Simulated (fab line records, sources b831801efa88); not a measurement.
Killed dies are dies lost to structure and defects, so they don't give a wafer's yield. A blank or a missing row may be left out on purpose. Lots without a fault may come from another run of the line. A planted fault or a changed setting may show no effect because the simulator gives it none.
Which tool did it? | flow sfq_line | 14 lots, 42 wafers sampled, at 5 steps of a route of 325

WHAT THE GAUGES READ, wafer by wafer
The record holds no reading of a measuring or inspecting step that can be judged against a usual standard deviation.

WHICH TOOL RAN EACH LOT (tool, then ch and the chambers of the sampled wafers, then the start)
lot  | SFQ_TRILAYER_JJ_CE_LITHO_COAT_119 | SFQ_TRILAYER_JJ_CE_BARC_OPEN_RIE_150 | SFQ_TRILAYER_M5_STRIP_STRIP_127   | SFQ_TRILAYER_R5_DEP_SPUTTER_134 | SFQ_TRILAYER_R5_ETCH_METAL_ETCH_139
L448 | litho_track-02 ch 0, day 50 17:07 | rie_metal-04 ch 0,1, day 55 22:52    | rie_metal-02 ch 0,1, day 60 13:08 | pvd_sputter-06, day 60 18:17    | rie_metal-04 ch 0,1, day 60 20:57
L449 | litho_track-04 ch 0, day 50 19:28 | rie_metal-04 ch 0,1, day 56 00:04    | rie_metal-03 ch 0,1, day 60 15:32 | pvd_sputter-04, day 60 20:41    | rie_metal-03 ch 0,1, day 60 23:52
L451 | litho_track-01 ch 0, day 50 23:07 | rie_metal-01 ch 0,1, day 56 02:31    | rie_metal-01 ch 0,1, day 60 20:32 | pvd_sputter-04, day 61 02:41    | rie_metal-03 ch 0,1, day 61 05:14
L452 | litho_track-02 ch 0, day 51 02:46 | rie_metal-01 ch 0,1, day 56 03:43    | rie_metal-02 ch 0,1, day 60 22:56 | pvd_sputter-05, day 61 03:53    | rie_metal-02 ch 0,1, day 61 06:26
L453 | litho_track-04 ch 0, day 51 14:46 | rie_metal-02 ch 0,1, day 56 04:55    | rie_metal-03 ch 0,1, day 61 02:32 | pvd_sputter-04, day 61 09:53    | rie_metal-04 ch 0,1, day 66 11:02
L454 | litho_track-02 ch 0, day 51 23:01 | rie_metal-02 ch 0,1, day 56 06:04    | rie_metal-02 ch 0,1, day 61 04:44 | pvd_sputter-05, day 61 12:53    | rie_metal-03 ch 0,1, day 66 13:25
L455 | litho_track-02 ch 0, day 52 03:52 | rie_metal-04 ch 0,1, day 56 07:16    | rie_metal-01 ch 0,1, day 61 07:49 | pvd_sputter-04, day 61 16:12    | rie_metal-02 ch 0,1, day 66 15:49
L456 | litho_track-02 ch 0, day 52 06:16 | rie_metal-01 ch 0,1, day 56 08:28    | rie_metal-01 ch 0,1, day 61 11:25 | pvd_sputter-05, day 61 19:12    | rie_metal-04 ch 0,1, day 66 20:37
L459 | litho_track-01 ch 0, day 53 03:49 | rie_metal-02 ch 0,1, day 56 12:04    | rie_metal-03 ch 0,1, day 61 19:49 | pvd_sputter-04, day 62 03:53    | rie_metal-04 ch 0,1, day 67 01:25
L460 | litho_track-02 ch 0, day 53 11:02 | rie_metal-02 ch 0, day 56 13:16      | rie_metal-01 ch 1, day 61 22:13   | pvd_sputter-06, day 62 06:53    | rie_metal-02 ch 0, day 67 03:49
L463 | litho_track-02 ch 0, day 54 21:32 | rie_metal-01 ch 0,1, day 56 16:52    | rie_metal-03 ch 0,1, day 62 06:37 | pvd_sputter-06, day 62 17:15    | rie_metal-02 ch 0,1, day 67 11:01
L468 | litho_track-02 ch 0, day 62 05:05 | rie_metal-04 ch 1, day 62 08:46      | rie_metal-02 ch 0,1, day 67 07:37 | pvd_sputter-05, day 67 12:45    | rie_metal-03 ch 0,1, day 72 11:08
L470 | litho_track-01 ch 0, day 63 05:47 | rie_metal-01 ch 0,1, day 63 09:40    | rie_metal-03 ch 0,1, day 68 03:08 | pvd_sputter-06, day 68 08:04    | rie_metal-03 ch 0,1, day 73 02:45
L471 | litho_track-01 ch 0, day 63 08:43 | rie_metal-02 ch 1, day 63 15:40      | rie_metal-01 ch 0,1, day 68 10:16 | pvd_sputter-06, day 68 15:24    | rie_metal-04 ch 0,1, day 73 08:44
- SFQ_TRILAYER_JJ_CE_LITHO_COAT_119: resist thk 62 nm.
- SFQ_TRILAYER_JJ_CE_BARC_OPEN_RIE_150: chemistry O2, target BARC, target depth 240 nm, time 80 s.
- SFQ_TRILAYER_M5_STRIP_STRIP_127: strips in O2.
- SFQ_TRILAYER_R5_DEP_SPUTTER_134: material Ti, target thk 5 nm, time 5 s.
- SFQ_TRILAYER_R5_ETCH_METAL_ETCH_139: etches the open film in Cl2, stops on SiO2, target depth 60 nm, time 40 s.

WHAT THE TOOLS THEMSELVES READ (means of the sampled wafers that have a number; where no wafer has one, the mark that the record gives instead)
SFQ_TRILAYER_JJ_CE_LITHO_COAT_119.
lot  | tool           | dispense_pressure_kPa (kPa) | exhaust_pa (Pa)
L448 | litho_track-02 | 52                          | 43.6
L449 | litho_track-04 | 58                          | 43.8
L451 | litho_track-01 | 47                          | 45.1
L452 | litho_track-02 | 52                          | 44.0
L453 | litho_track-04 | 58                          | 43.8
L454 | litho_track-02 | 52                          | 45.2
L455 | litho_track-02 | 52                          | 45.3
L456 | litho_track-02 | 52                          | 43.8
L459 | litho_track-01 | 47                          | 44.8
L460 | litho_track-02 | 52                          | 44.5
L463 | litho_track-02 | 52                          | 45.5
L468 | litho_track-02 | 52                          | 44.5
L470 | litho_track-01 | 47                          | 44.5
L471 | litho_track-01 | 47                          | 43.5

SFQ_TRILAYER_JJ_CE_BARC_OPEN_RIE_150.
lot  | tool         | drypump_motor_current_A (A) | oes_product_au (a.u.)
L448 | rie_metal-04 | 6.0                         | 0.538
L449 | rie_metal-04 | 5.9                         | 0.536
L451 | rie_metal-01 | 5.5                         | 0.540
L452 | rie_metal-01 | 5.5                         | 0.541
L453 | rie_metal-02 | 5.8                         | 0.544
L454 | rie_metal-02 | 6.0                         | 0.534
L455 | rie_metal-04 | 5.9                         | 0.540
L456 | rie_metal-01 | 5.4                         | 0.535
L459 | rie_metal-02 | 6.0                         | 0.535
L460 | rie_metal-02 | 5.5                         | 0.558
L463 | rie_metal-01 | 5.5                         | 0.551
L468 | rie_metal-04 | 6.2                         | 0.545
L470 | rie_metal-01 | 5.5                         | 0.542
L471 | rie_metal-02 | 6.3                         | 0.531

SFQ_TRILAYER_M5_STRIP_STRIP_127.
lot  | tool         | drypump_motor_current_A (A) | oes_product_au (a.u.)
L448 | rie_metal-02 | 6.0                         | 1.011
L449 | rie_metal-03 | 5.9                         | 1.000
L451 | rie_metal-01 | 5.4                         | 1.001
L452 | rie_metal-02 | 6.0                         | 1.010
L453 | rie_metal-03 | 5.8                         | 1.002
L454 | rie_metal-02 | 6.0                         | 1.011
L455 | rie_metal-01 | 5.5                         | 1.006
L456 | rie_metal-01 | 5.4                         | 1.007
L459 | rie_metal-03 | 5.8                         | 1.011
L460 | rie_metal-01 | 5.4                         | 1.009
L463 | rie_metal-03 | 5.8                         | 1.002
L468 | rie_metal-02 | 6.0                         | 0.997
L470 | rie_metal-03 | 5.9                         | 1.004
L471 | rie_metal-01 | 5.5                         | 1.004

SFQ_TRILAYER_R5_DEP_SPUTTER_134.
lot  | tool           | base_pressure_pa (Pa) | cathode_dc_power_W (W) | throttle_valve_pct (%)
L448 | pvd_sputter-06 | 1.36e-06              | 2000.1                 | 29.5
L449 | pvd_sputter-04 | 1.38e-06              | 1999.9                 | 31.1
L451 | pvd_sputter-04 | 1.35e-06              | 1999.9                 | 30.3
L452 | pvd_sputter-05 | 1.39e-06              | 2000.5                 | 29.8
L453 | pvd_sputter-04 | 1.31e-06              | 2000.3                 | 30.4
L454 | pvd_sputter-05 | 1.28e-06              | 2000.2                 | 29.9
L455 | pvd_sputter-04 | 1.31e-06              | 2000.2                 | 29.8
L456 | pvd_sputter-05 | 1.42e-06              | 2000.1                 | 30.2
L459 | pvd_sputter-04 | 1.32e-06              | 2000.1                 | 30.4
L460 | pvd_sputter-06 | 1.32e-06              | 2000.1                 | 29.8
L463 | pvd_sputter-06 | 1.33e-06              | 2000.1                 | 30.3
L468 | pvd_sputter-05 | 1.31e-06              | 1999.9                 | 30.1
L470 | pvd_sputter-06 | 1.32e-06              | 2000.1                 | 29.7
L471 | pvd_sputter-06 | 1.31e-06              | 1999.8                 | 30.5

SFQ_TRILAYER_R5_ETCH_METAL_ETCH_139.
lot  | tool         | drypump_motor_current_A (A) | oes_product_au (a.u.)
L448 | rie_metal-04 | 6.04                        | 0.995
L449 | rie_metal-03 | 5.80                        | 0.993
L451 | rie_metal-03 | 5.79                        | 0.982
L452 | rie_metal-02 | 6.02                        | 0.996
L453 | rie_metal-04 | 6.04                        | 0.990
L454 | rie_metal-03 | 5.78                        | 0.987
L455 | rie_metal-02 | 5.75                        | 0.987
L456 | rie_metal-04 | 6.05                        | 0.990
L459 | rie_metal-04 | 6.02                        | 0.990
L460 | rie_metal-02 | 5.48                        | 0.985
L463 | rie_metal-02 | 6.03                        | 0.985
L468 | rie_metal-03 | 5.79                        | 0.991
L470 | rie_metal-03 | 5.81                        | 0.993
L471 | rie_metal-04 | 5.90                        | 0.981

THE ANSWER, worked out from the rows above alone
Rule: what is usual is taken from the lots themselves. Put in order of their means at a reading, lots are off if they are a third of the lots or fewer, leave a main group of 4 or more, and stand apart from it by a gap of 3 or more times the standard deviation of the main group's means; of several such gaps the widest counts. A main group whose means are all the same, to the digits that the tables above print for the reading, isn't used. A lot without any number at a reading at which 4 lots or more have one is off too. The other lots that the step has rows for count as sound. The gauges are gone through in route order, then the tools' own readings, and for those a lot's mean is taken as printed above. The first step at which some lot is off is used, and at that step the reading that is off furthest; a lot without a number counts as furthest.
No lot is off at any reading shown: from this, nothing can be told.

WHAT THE SIMULATOR HAD PUT IN
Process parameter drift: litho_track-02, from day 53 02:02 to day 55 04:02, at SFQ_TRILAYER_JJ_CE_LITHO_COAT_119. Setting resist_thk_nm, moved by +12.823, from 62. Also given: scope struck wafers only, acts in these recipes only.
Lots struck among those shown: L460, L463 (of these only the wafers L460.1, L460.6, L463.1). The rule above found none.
